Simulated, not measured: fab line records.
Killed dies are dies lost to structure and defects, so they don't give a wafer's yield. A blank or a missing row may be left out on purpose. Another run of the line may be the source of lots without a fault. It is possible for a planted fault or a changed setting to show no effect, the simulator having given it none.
Struck lot and sound lot, side by side -- flow gf180mcu -- 14 steps out of a route of 602
Sound: the wafers L321.2, L321.4, L321.6. Wafers struck: L315.1, L315.4, L315.6. The cause is named last.
Each step with rows lists, per side, the tool, then ch with its chambers, then its first start. Under that, the readings that differ: sound wafers -- struck wafers -- difference of the means -- sigmas: that difference in standard deviations of wafers without a fault.
alike: a reading whose means differ by less than 2 such deviations, as well as words and numbers matching on both sides. not compared: withheld readings; readings where some wafer has no value; bounds like >300 that might hide an equal value; numbers whose values overlap and for which the record gives no deviation.
The two part at a step that has a row with sigmas, a row that says differs or no value, or rows on one side only. Non-overlapping numbers with no deviation appear without sigmas and do not part them. A reading missing from all wafers of one side parts the sides only when that side holds two or more wafers.

first, 1 step without rows for these wafers: GF_HV_LDD_DEVELOP_18 (develop time 60 s).
GF_HV_LDD_CD_MEAS_19: target cd 400 nm.
  sound: cdSem-02 at day 15 21:56; struck: cdSem-01 at day 14 05:35
  alike: cdNm
GF_HV_LDD_OVL_MEAS_20:
  sound: overlay-02 at day 15 22:02; struck: overlay-02 at day 14 05:43
  alike: HV_LDD_01_OVL
after that, 1 step had no rows for these wafers: GF_HV_LDD_IMPLANT_21.
GF_HV_LDD_STRIP_22: strips in O2/N2.
  sound on plasmaAsher-02 ch 0,1, day 15 22:13; struck on plasmaAsher-01 ch 1, day 14 05:53
reading,sound,struck,difference,sigmas
drypumpMotorCurrentA (A),5.8 5.5 5.8,4.9 4.9 4.9,-0.8,-2
heaterPowerW (W),355 339 351,293 286 283,-61,-2
  alike: n2FlowSccm, oesProductAu, stripTimeToEndpointS
  not compared: rfHoursCounterH
GF_HV_LDD_TW_MEAS_23:
  sound: filmMetro-04 at day 15 22:20; struck: filmMetro-01 at day 14 05:59
reading,sound,struck,difference,sigmas
HV_LDD_2_TW,1041 1035 1043,1061 1062 1065,+23,+3
then, 6 steps without rows for these wafers: GF_HV_LDD_DEHYDRATE_24 (time 60 s); GF_HV_LDD_HMDS_25 (prime time 60 s); GF_HV_LDD_COAT_26 (resist thk 1000 nm); GF_HV_LDD_SOFTBAKE_27 (time 60 s); GF_HV_LDD_EXPOSE_28 (exposes mask Nplus HV AREA, target cd 400 nm); GF_HV_LDD_PEB_29.
GF_HV_LDD_DEVELOP_30: develop time 60 s.
  struck on lithoTrack-03, day 15 02:58; sound on lithoTrack-04 ch 0, day 16 20:29
  no value came back on the struck wafers for chillPlateTempC (C), developTimeS (s); on the sound wafers chillPlateTempC (C) reads 23.04 23.07 22.89
GF_HV_LDD_CD_MEAS_31: target cd 400 nm.
  sound: cdSem-01 at day 16 20:37; struck: cdSem-01 at day 15 03:07
reading,sound,struck,difference,sigmas
cdNm (nm),404.4 402.8 402.9,- - -,no value on the struck wafers,

== WHERE THEY PART ==
First at GF_HV_LDD_STRIP_22; last, within this record, at GF_HV_LDD_CD_MEAS_31.

WHY: what the simulator had put in
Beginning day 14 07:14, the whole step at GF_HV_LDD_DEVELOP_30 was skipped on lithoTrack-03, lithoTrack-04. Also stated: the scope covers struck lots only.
